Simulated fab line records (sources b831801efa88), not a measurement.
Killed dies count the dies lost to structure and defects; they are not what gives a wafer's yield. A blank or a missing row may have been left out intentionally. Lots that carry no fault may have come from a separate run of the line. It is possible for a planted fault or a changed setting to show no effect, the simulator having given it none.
2 desks, one fault + flow gf180mcu + what lay behind the numbers comes last; until then each desk has only its own

THE METROLOGY DESK
Means of the sampled wafers that have a number, per lot and without regard to the tool the lot ran on: this is what the gauges read. Any lot whose mean is over 4 standard deviations away from the usual mean is out of limits and marked OUT; that distance is given in the brackets.
Columns: A = cd_nm at GF_M1_CD_MEAS_14, usual 229.8 nm; B = cd_nm at GF_V1_CD_MEAS_14, usual 259.9 nm
| lot  | first seen here | A     | B               |
|------|-----------------|-------|-----------------|
| L407 | day 17 03:26    | 227.7 | 261.2           |
| L408 | day 17 07:48    | 231.0 | 260.1           |
| L410 | day 18 06:32    | 230.8 | 260.2           |
| L411 | day 18 07:24    | 228.7 | 258.8           |
| L413 | day 19 06:27    | 227.1 | 260.3           |
| L414 | day 19 12:59    | 230.6 | 259.4           |
| L415 | day 20 02:49    | 230.0 | 258.1           |
| L418 | day 21 11:55    | 230.2 | 260.6           |
| L422 | day 22 12:55    | 230.6 | 218.5 (-32) OUT |
| L423 | day 23 02:43    | 230.2 | 227.4 (-25) OUT |
| L427 | day 24 04:28    | 228.8 | 260.6           |
| L428 | day 24 10:55    | 229.3 | 259.7           |
| L430 | day 24 23:23    | 229.3 | 259.6           |
This desk's verdict: out of limits on L422, L423, starting with L422 at day 23 12:59 (cd_nm at GF_V1_CD_MEAS_14). L407, L408, L410, L411, L413, L414, L415, L418, L427, L428, L430 stayed within limits.

DESK OF THE TOOL OWNER: krf_scanner-01
The tool's own readings at GF_V1_EXPOSE_11 (exposes mask Via1, target cd 260 nm): means of the sampled wafers that have a number, for each lot that ran on this tool. Any lot whose mean is over 4 standard deviations away from the usual mean is out of limits and marked OUT; that distance is given in the brackets.
Columns: A = exposure_dose_mJ_cm2 at GF_V1_EXPOSE_11, usual 37.99
| lot  | first seen here | A                       |
|------|-----------------|-------------------------|
| L407 | day 17 16:43    | 37.97                   |
| L408 | day 17 21:38    | 38.00                   |
| L410 | day 18 19:31    | 38.01                   |
| L413 | day 19 19:59    | 38.01                   |
| L418 | day 22 01:04    | 37.99                   |
| L422 | day 23 01:52    | 29.40 (-99 or more) OUT |
| L423 | day 23 15:17    | 31.16 (-99 or more) OUT |
This desk's verdict: out of limits on L422, L423, starting with L422 at day 23 01:52 (exposure_dose_mJ_cm2 at GF_V1_EXPOSE_11). L407, L408, L410, L413, L418 stayed within limits.

PUT TOGETHER
The tool owner's desk had the chance to raise an alarm at day 23 01:52 on L422, L423.
An alarm was possible from the metrology desk at day 23 12:59, on L422, L423.
The lots listed all ran GF_V1_EXPOSE_11 on krf_scanner-01.

WHAT THE SIMULATOR HAD PUT IN
Process parameters drifting: krf_scanner-01 at GF_V1_EXPOSE_11, beginning at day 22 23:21. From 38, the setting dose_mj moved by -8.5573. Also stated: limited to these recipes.
Shown lots that were struck: L422, L423.
Hours from the fault's start to each desk's first reading out of limits: the tool owner's desk, 3; the metrology desk, 14.
